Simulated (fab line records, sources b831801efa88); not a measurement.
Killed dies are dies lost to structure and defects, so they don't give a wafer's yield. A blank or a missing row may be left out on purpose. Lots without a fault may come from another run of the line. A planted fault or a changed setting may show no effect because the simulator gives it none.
Which tool did it? | flow sky130 | 14 lots, 42 wafers sampled, at 6 steps of a route of 708

WHAT THE GAUGES READ, wafer by wafer
The record holds no reading of a measuring or inspecting step that can be judged against a usual standard deviation.

WHICH TOOL RAN EACH LOT (tool, then ch and the chambers of the sampled wafers, then the start)
lot  | SKY_CONTACT_CMP_04            | SKY_CONTACT_ETCH_17                | SKY_CONTACT_ETCH_18                           | SKY_METAL1_ETCH_18                | SKY_METAL1_METAL_ETCH_19          | SKY_METAL1_STRIP_20
L512 | cmp-01 ch 0,3, day 31 17:46   | rie_diel-02 ch 0,1,2, day 32 21:37 | rie_diel-02 ch 0,1,2, day 34 01:40 or earlier | rie_metal-03 ch 0,1, day 34 01:40 | rie_metal-03 ch 0,1, day 34 01:44 | plasma_asher-02 ch 0,1, day 34 01:50
L513 | cmp-02 ch 0,1,3, day 31 21:51 | rie_diel-04 ch 0,1,2, day 33 01:25 | rie_diel-04 ch 0,1,2, day 34 06:00 or earlier | rie_metal-01 ch 0,1, day 34 06:00 | rie_metal-01 ch 0,1, day 34 06:04 | plasma_asher-02 ch 0,1, day 34 06:09
L516 | cmp-02 ch 0,1,3, day 32 19:28 | rie_diel-04 ch 1,2, day 33 21:48   | rie_diel-04 ch 1,2, day 35 02:30 or earlier   | rie_metal-03 ch 0, day 35 02:30   | rie_metal-03 ch 0, day 35 02:34   | plasma_asher-02 ch 0,1, day 35 02:39
L515 | cmp-01 ch 1,2,3, day 32 23:25 | rie_diel-01 ch 0,1, day 34 02:17   | rie_diel-01 ch 0,1, day 35 07:34 or earlier   | rie_metal-04 ch 1, day 35 07:34   | rie_metal-04 ch 1, day 35 07:42   | plasma_asher-03 ch 0,1, day 35 07:51
L517 | cmp-02 ch 0,2,3, day 33 00:32 | rie_diel-04 ch 0,2,3, day 34 02:54 | rie_diel-04 ch 0,2,3, day 35 07:38 or earlier | rie_metal-03 ch 0,1, day 35 07:38 | rie_metal-03 ch 0,1, day 35 07:43 | plasma_asher-02 ch 0,1, day 35 07:48
L519 | cmp-02 ch 0,1, day 33 21:10   | rie_diel-01 ch 0,1,2, day 35 00:37 | rie_diel-01 ch 0,1,2, day 36 04:52 or earlier | rie_metal-01 ch 0,1, day 36 04:52 | rie_metal-01 ch 0,1, day 36 04:56 | plasma_asher-01 ch 0,1, day 36 05:02
L520 | cmp-01 ch 0,1,3, day 34 05:55 | rie_diel-02 ch 0,2,3, day 35 08:49 | rie_diel-02 ch 0,2,3, day 36 13:11 or earlier | rie_metal-01 ch 0,1, day 36 13:11 | rie_metal-01 ch 0,1, day 36 13:16 | plasma_asher-03 ch 0,1, day 36 13:21
L523 | cmp-02 ch 0,1,3, day 34 21:52 | rie_diel-01 ch 0,2,3, day 35 23:58 | rie_diel-01 ch 0,2,3, day 37 03:52 or earlier | rie_metal-03 ch 0, day 37 03:52   | rie_metal-03 ch 0, day 37 03:56   | plasma_asher-01 ch 1, day 37 04:04
L525 | cmp-02 ch 2,3, day 35 14:09   | rie_diel-01 ch 2,3, day 36 17:20   | rie_diel-01 ch 2,3, day 37 21:14 or earlier   | rie_metal-04 ch 0, day 37 21:14   | rie_metal-04 ch 0, day 37 21:18   | plasma_asher-01 ch 0,1, day 37 21:23
L528 | cmp-01 ch 0,2, day 36 09:28   | rie_diel-01 ch 0,1, day 37 11:49   | rie_diel-01 ch 0,1, day 38 14:02 or earlier   | rie_metal-04 ch 0,1, day 38 14:02 | rie_metal-04 ch 0,1, day 38 14:06 | plasma_asher-03 ch 0,1, day 38 14:11
L529 | cmp-01 ch 1,2,3, day 36 20:32 | rie_diel-02 ch 0,1,2, day 37 22:28 | rie_diel-02 ch 0,1,2, day 39 00:59 or earlier | rie_metal-04 ch 0,1, day 39 00:59 | rie_metal-04 ch 0,1, day 39 01:03 | plasma_asher-02 ch 0,1, day 39 01:08
L530 | cmp-01 ch 2,3, day 37 03:29   | rie_diel-04 ch 1,2,3, day 38 05:11 | rie_diel-04 ch 1,2,3, day 39 08:11 or earlier | rie_metal-04 ch 0,1, day 39 08:11 | rie_metal-04 ch 0,1, day 39 08:15 | plasma_asher-02 ch 0,1, day 39 08:20
L531 | cmp-01 ch 0,1, day 37 07:04   | rie_diel-01 ch 1,2, day 38 08:35   | rie_diel-01 ch 1,2, day 39 11:36 or earlier   | rie_metal-01 ch 0,1, day 39 11:36 | rie_metal-01 ch 0,1, day 39 11:41 | plasma_asher-02 ch 0,1, day 39 11:46
L532 | cmp-02 ch 0,1,2, day 37 12:22 | rie_diel-02 ch 2,3, day 38 13:49   | rie_diel-02 ch 2,3, day 39 17:08 or earlier   | rie_metal-01 ch 0, day 39 17:08   | rie_metal-01 ch 0, day 39 17:12   | plasma_asher-02 ch 0,1, day 39 17:17
- SKY_CONTACT_CMP_04: polishes SiO2.
- SKY_CONTACT_ETCH_17: etches SiO2 in C4F8/O2/Ar, stops on Si3N4, target depth 340 nm.
- SKY_CONTACT_ETCH_18: etches Si3N4 in CHF3/O2, stops on TiN, time 39 s, target depth 75 nm.
- SKY_METAL1_ETCH_18: etches BARC in N2/H2, stops on SiO2, time 45.9 s, target depth 60 nm.
- SKY_METAL1_METAL_ETCH_19: etches the open film in Cl2/BCl3, stops on SiO2, target depth 360 nm, time 78 s.
- SKY_METAL1_STRIP_20: strips in O2/N2.

WHAT THE TOOLS THEMSELVES READ (means of the sampled wafers that have a number; where no wafer has one, the mark that the record gives instead)
SKY_CONTACT_CMP_04. Usual: edge_zone_pressure_frac 1.000, standard deviation 0.0049; motor_current_A 12.1 A, standard deviation 1.3; time_to_endpoint_s 82 s, standard deviation 5.2.
lot  | tool   | edge_zone_pressure_frac | motor_current_A (A) | time_to_endpoint_s (s) | flag
L512 | cmp-01 | 1.000                   | 11.4                | 72                     |
L513 | cmp-02 | 1.003                   | 12.3                | 84                     |
L516 | cmp-02 | 0.998                   | 12.7                | 80                     |
L515 | cmp-01 | 1.000                   | 11.7                | 81                     |
L517 | cmp-02 | 0.998                   | 11.6                | 85                     |
L519 | cmp-02 | 1.003                   | 12.1                | 79                     |
L520 | cmp-01 | 0.992                   | 12.6                | 83                     |
L523 | cmp-02 | 0.998                   | 12.3                | 78                     |
L525 | cmp-02 | 1.000                   | 12.9                | 84                     |
L528 | cmp-01 | 0.998                   | 12.9                | 83                     |
L529 | cmp-01 | 1.000                   | 11.5                | 89                     |
L530 | cmp-01 | 1.000                   | 10.5                | 86                     |
L531 | cmp-01 | 1.001                   | 14.1                | 83                     |
L532 | cmp-02 | 0.998                   | 12.1                | 86                     |

SKY_CONTACT_ETCH_17. Usual: bias_w 1200 W, standard deviation 4; chamber_pressure_mTorr 40.00 mTorr, standard deviation 0.037; oes_product_au 0.891 a.u., standard deviation 0.0051.
lot  | tool        | bias_w (W) | chamber_pressure_mTorr (mTorr) | oes_product_au (a.u.) | flag
L512 | rie_diel-02 | 1199       | 39.98                          | 0.888                 |
L513 | rie_diel-04 | 1200       | 39.97                          | 0.896                 |
L516 | rie_diel-04 | 1201       | 40.00                          | 0.889                 |
L515 | rie_diel-01 | 1199       | 40.03                          | 0.894                 |
L517 | rie_diel-04 | 1200       | 40.02                          | 0.892                 |
L519 | rie_diel-01 | 1200       | 40.00                          | 0.887                 |
L520 | rie_diel-02 | 1198       | 39.99                          | 0.893                 |
L523 | rie_diel-01 | 1201       | 39.97                          | 0.888                 |
L525 | rie_diel-01 | 1199       | 39.99                          | 0.892                 |
L528 | rie_diel-01 | 1199       | 39.99                          | 0.895                 |
L529 | rie_diel-02 | 1203       | 40.01                          | 0.894                 |
L530 | rie_diel-04 | 1199       | 40.05                          | 0.888                 |
L531 | rie_diel-01 | 1196       | 40.02                          | 0.897                 |
L532 | rie_diel-02 | 1204       | 40.02                          | 0.893                 |

SKY_CONTACT_ETCH_18. Usual: O2_flow_sccm 5.001 sccm, standard deviation 0.014; bias_w 199.9 W, standard deviation 0.6; drypump_motor_current_A 5.6 A, standard deviation 0.44; oes_product_au 0.855 a.u., standard deviation 0.0082; throttle_valve_pct 8.793 %, standard deviation 0.0088.
lot  | tool        | O2_flow_sccm (sccm) | bias_w (W) | drypump_motor_current_A (A) | oes_product_au (a.u.) | throttle_valve_pct (%) | flag
L512 | rie_diel-02 | 5.010               | 200.0      | 5.4                         | 0.854                 | 8.791                  |
L513 | rie_diel-04 | 4.997               | 199.9      | 5.8                         | 0.851                 | 8.801                  |
L516 | rie_diel-04 | 5.003               | 200.2      | 5.7                         | 0.856                 | 8.789                  |
L515 | rie_diel-01 | 4.992               | 199.8      | 5.1                         | 0.856                 | 8.794                  |
L517 | rie_diel-04 | 5.020               | 200.0      | 5.6                         | 0.861                 | 8.792                  |
L519 | rie_diel-01 | 5.000               | 200.3      | 5.4                         | 0.856                 | 8.795                  |
L520 | rie_diel-02 | 5.006               | 199.4      | 5.6                         | 0.842                 | 8.792                  |
L523 | rie_diel-01 | 5.005               | 199.9      | 5.7                         | 0.858                 | 8.790                  |
L525 | rie_diel-01 | 4.995               | 199.5      | 6.1                         | 0.855                 | 8.788                  |
L528 | rie_diel-01 | 5.018               | 199.9      | 5.1                         | 0.860                 | 8.783                  |
L529 | rie_diel-02 | 5.002               | 199.9      | 5.4                         | 0.861                 | 8.796                  |
L530 | rie_diel-04 | 5.000               | 199.8      | 5.5                         | 0.858                 | 8.799                  |
L531 | rie_diel-01 | 4.982               | 200.1      | 5.7                         | 0.852                 | 8.789                  |
L532 | rie_diel-02 | 5.006               | 200.3      | 5.8                         | 0.864                 | 8.789                  |

SKY_METAL1_ETCH_18. Usual: bias_w 99.9 W, standard deviation 0.3; chamber_pressure_mTorr 29.995 mTorr, standard deviation 0.026; drypump_motor_current_A 5.5 A, standard deviation 0.56; oes_product_au 0.854 a.u., standard deviation 0.0043; throttle_valve_pct 13.225 %, standard deviation 0.0092.
lot  | tool         | bias_w (W) | chamber_pressure_mTorr (mTorr) | drypump_motor_current_A (A) | oes_product_au (a.u.) | throttle_valve_pct (%) | flag
L512 | rie_metal-03 | 99.8       | 30.018                         | 6.0                         | 0.858                 | 13.229                 |
L513 | rie_metal-01 | 99.5       | 29.990                         | 5.4                         | 0.860                 | 13.225                 |
L516 | rie_metal-03 | -          | -                              | -                           | -                     | -                      | OFF
L515 | rie_metal-04 | -          | -                              | -                           | -                     | -                      | OFF
L517 | rie_metal-03 | 99.6       | 30.008                         | 6.0                         | 0.853                 | 13.213                 |
L519 | rie_metal-01 | 99.9       | 30.008                         | 5.2                         | 0.860                 | 13.227                 |
L520 | rie_metal-01 | 100.1      | 30.010                         | 5.2                         | 0.856                 | 13.229                 |
L523 | rie_metal-03 | 99.8       | 30.021                         | 5.6                         | 0.849                 | 13.225                 |
L525 | rie_metal-04 | 99.7       | 30.012                         | 4.7                         | 0.857                 | 13.231                 |
L528 | rie_metal-04 | 100.3      | 29.998                         | 5.0                         | 0.854                 | 13.222                 |
L529 | rie_metal-04 | 100.0      | 30.006                         | 5.0                         | 0.851                 | 13.224                 |
L530 | rie_metal-04 | 100.0      | 30.004                         | 5.0                         | 0.855                 | 13.225                 |
L531 | rie_metal-01 | 100.2      | 29.998                         | 5.4                         | 0.858                 | 13.230                 |
L532 | rie_metal-01 | 99.8       | 29.976                         | 5.1                         | 0.853                 | 13.225                 |

SKY_METAL1_METAL_ETCH_19. Usual: bcl3_flow_sccm 29.99 sccm, standard deviation 0.094; bias_w 48.50 W, standard deviation 0.15; drypump_motor_current_A 5.5 A, standard deviation 0.56; oes_product_au 0.855 a.u., standard deviation 0.0058; throttle_valve_pct 22.263 %, standard deviation 0.0095.
lot  | tool         | bcl3_flow_sccm (sccm) | bias_w (W) | drypump_motor_current_A (A) | oes_product_au (a.u.) | throttle_valve_pct (%) | flag
L512 | rie_metal-03 | 29.99                 | 48.51      | 6.0                         | 0.856                 | 22.258                 |
L513 | rie_metal-01 | 29.93                 | 48.70      | 5.4                         | 0.850                 | 22.262                 |
L516 | rie_metal-03 | 30.03                 | 48.38      | 5.6                         | 0.375                 | 22.255                 | OFF
L515 | rie_metal-04 | 30.07                 | 48.42      | 5.2                         | 0.376                 | 22.259                 | OFF
L517 | rie_metal-03 | 30.03                 | 48.67      | 5.9                         | 0.854                 | 22.261                 |
L519 | rie_metal-01 | 30.04                 | 48.62      | 5.2                         | 0.848                 | 22.263                 |
L520 | rie_metal-01 | 29.99                 | 48.26      | 5.2                         | 0.852                 | 22.263                 |
L523 | rie_metal-03 | 30.15                 | 48.58      | 5.6                         | 0.853                 | 22.263                 |
L525 | rie_metal-04 | 30.02                 | 48.49      | 4.7                         | 0.856                 | 22.266                 |
L528 | rie_metal-04 | 29.88                 | 48.37      | 5.0                         | 0.855                 | 22.265                 |
L529 | rie_metal-04 | 29.96                 | 48.56      | 5.0                         | 0.862                 | 22.267                 |
L530 | rie_metal-04 | 30.01                 | 48.47      | 5.0                         | 0.859                 | 22.265                 |
L531 | rie_metal-01 | 29.96                 | 48.60      | 5.4                         | 0.859                 | 22.271                 |
L532 | rie_metal-01 | 30.02                 | 48.42      | 5.0                         | 0.851                 | 22.268                 |

SKY_METAL1_STRIP_20. Usual: drypump_motor_current_A 5.8 A, standard deviation 0.56; o2_flow_sccm 2998 sccm, standard deviation 8.8; oes_product_au 0.342 a.u., standard deviation 0.0051; strip_time_to_endpoint_s 2.69 s, standard deviation 0.072.
lot  | tool            | drypump_motor_current_A (A) | o2_flow_sccm (sccm) | oes_product_au (a.u.) | strip_time_to_endpoint_s (s) | flag
L512 | plasma_asher-02 | 5.3                         | 2999                | 0.344                 | 2.70                         |
L513 | plasma_asher-02 | 5.3                         | 2999                | 0.341                 | 2.68                         |
L516 | plasma_asher-02 | 5.3                         | 2999                | 0.362                 | 3.15                         | OFF
L515 | plasma_asher-03 | 6.1                         | 3000                | 0.363                 | 3.19                         | OFF
L517 | plasma_asher-02 | 5.7                         | 2995                | 0.340                 | 2.68                         |
L519 | plasma_asher-01 | 6.0                         | 2994                | 0.337                 | 2.64                         |
L520 | plasma_asher-03 | 6.2                         | 3001                | 0.342                 | 2.64                         |
L523 | plasma_asher-01 | 6.7                         | 2992                | 0.343                 | 2.79                         |
L525 | plasma_asher-01 | 6.0                         | 2993                | 0.345                 | 2.66                         |
L528 | plasma_asher-03 | 6.1                         | 3005                | 0.339                 | 2.69                         |
L529 | plasma_asher-02 | 5.3                         | 3002                | 0.343                 | 2.71                         |
L530 | plasma_asher-02 | 5.7                         | 3003                | 0.343                 | 2.69                         |
L531 | plasma_asher-02 | 5.7                         | 3000                | 0.338                 | 2.57                         |
L532 | plasma_asher-02 | 5.7                         | 3008                | 0.338                 | 2.64                         |

THE ANSWER, worked out from the rows above alone
Rule: a lot is off if the mean of its wafers that have a number lies more than 3 standard deviations from the usual mean. A lot without any number at a reading at which 4 lots or more have one is off too. The other lots that the step has rows for count as sound. The gauges are gone through in route order, then the tools' own readings, and for those a lot's mean is taken as printed above. The first step at which some lot is off is used, and at that step the reading that is off furthest; a lot without a number counts as furthest.
Off: L516, L515, at SKY_METAL1_ETCH_18 (bias_w). Without a number there: L516, L515.
A tool fits if, at that step or a process step before it, it ran every lot that is off, and no sound lot after the first of them. SKY_CONTACT_ETCH_18 gives no start for some lots, so the hours and the order of its lots are those of SKY_METAL1_ETCH_18. None of those tried fits.

WHAT THE SIMULATOR HAD PUT IN
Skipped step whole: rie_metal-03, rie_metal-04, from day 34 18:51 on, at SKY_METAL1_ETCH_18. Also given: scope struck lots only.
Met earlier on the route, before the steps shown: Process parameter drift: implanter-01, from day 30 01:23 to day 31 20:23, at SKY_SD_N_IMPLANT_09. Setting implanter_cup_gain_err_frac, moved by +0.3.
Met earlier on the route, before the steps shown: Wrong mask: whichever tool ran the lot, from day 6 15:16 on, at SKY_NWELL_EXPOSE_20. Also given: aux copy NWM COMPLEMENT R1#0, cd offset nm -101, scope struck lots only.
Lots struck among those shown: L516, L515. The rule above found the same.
